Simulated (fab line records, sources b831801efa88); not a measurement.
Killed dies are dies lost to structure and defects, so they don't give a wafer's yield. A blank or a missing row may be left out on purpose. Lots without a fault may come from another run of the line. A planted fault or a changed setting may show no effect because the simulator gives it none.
One fault seen from 2 desks | flow sky130 | each desk has only its own numbers; what lay behind them comes last

THE TOOL OWNER'S DESK: implanter-02
The tool's own readings at SKY_NWELL_IMPLANT_13: means of the sampled wafers that have a number, for each lot that ran on this tool. A lot is out of limits, marked OUT, if its mean lies more than 4 standard deviations from the usual mean; the brackets give that distance.
Columns: A = dose_ions_cm2 at SKY_NWELL_IMPLANT_13, usual 7.001e+11; B = faraday_current_uA at SKY_NWELL_IMPLANT_13, usual 3.95
lot  | first seen here | A                           | B
L690 | day 4 15:08     | 7.005e+11                   | 3.98
L691 | day 4 22:03     | 7.001e+11                   | 3.96
L692 | day 5 01:38     | 6.993e+11                   | 4.05
L699 | day 6 23:37     | 7.002e+11                   | 3.95
L701 | day 7 09:05     | 4.173e+11 (-99 or more) OUT | 2.36 (-19) OUT
L702 | day 7 12:12     | 4.178e+11 (-99 or more) OUT | 2.34 (-19) OUT
L711 | day 10 16:22    | 6.999e+11                   | 3.94
L713 | day 10 16:49    | 7.003e+11                   | 3.92
L712 | day 10 17:14    | 6.997e+11                   | 3.94
This desk's finding: out of limits on L701, L702; first on L701, day 7 09:05 (dose_ions_cm2 at SKY_NWELL_IMPLANT_13). In limits: L690, L691, L692, L699, L711, L713, L712.

THE METROLOGY DESK
What the gauges read, lot by lot, whatever tool the lot ran on: means of the sampled wafers that have a number. A lot is out of limits, marked OUT, if its mean lies more than 4 standard deviations from the usual mean; the brackets give that distance.
Columns: A = FIELD_ISO_CVD_03_THK at SKY_FIELD_ISO_THK_MEAS_04, usual 165.4 nm; B = NWELL_RS at SKY_NWELL_RS_MEAS_29, usual 624.8 ohm/sq
lot  | first seen here | A     | B
L690 | day 1 16:05     | 165.3 | 625.0
L691 | day 1 23:46     | 168.2 | 624.8
L692 | day 2 02:27     | 164.7 | 623.2
L693 | day 2 06:43     | 163.8 | 623.1
L699 | day 3 14:30     | 164.4 | 622.8
L700 | day 3 17:19     | 167.1 | 627.8
L701 | day 4 01:41     | 164.9 | 633.4 (+4.8) OUT
L702 | day 4 03:28     | 167.0 | 632.7 (+4.4) OUT
L710 | day 5 18:13     | 165.9 | 627.6
L711 | day 6 01:52     | 165.2 | 624.8
L712 | day 6 07:59     | 168.1 | 623.7
L713 | day 6 16:18     | 165.7 | 625.8
This desk's finding: out of limits on L701, L702; first on L701, day 8 04:43 (NWELL_RS at SKY_NWELL_RS_MEAS_29). In limits: L690, L691, L692, L693, L699, L700, L710, L711, L712, L713.

PUT TOGETHER
The tool owner's desk could have raised an alarm at day 7 09:05, on L701, L702.
The metrology desk could have raised an alarm at day 8 04:43, on L701, L702.
Of the lots named, all ran SKY_NWELL_IMPLANT_13 on implanter-02.

WHAT THE SIMULATOR HAD PUT IN
Process parameter drift: implanter-02, from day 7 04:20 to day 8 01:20, at SKY_NWELL_IMPLANT_13. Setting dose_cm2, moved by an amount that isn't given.
Lots struck among those shown: L701, L702.
Hours from the fault's start to each desk's first reading out of limits: the tool owner's desk, 5; the metrology desk, 24.
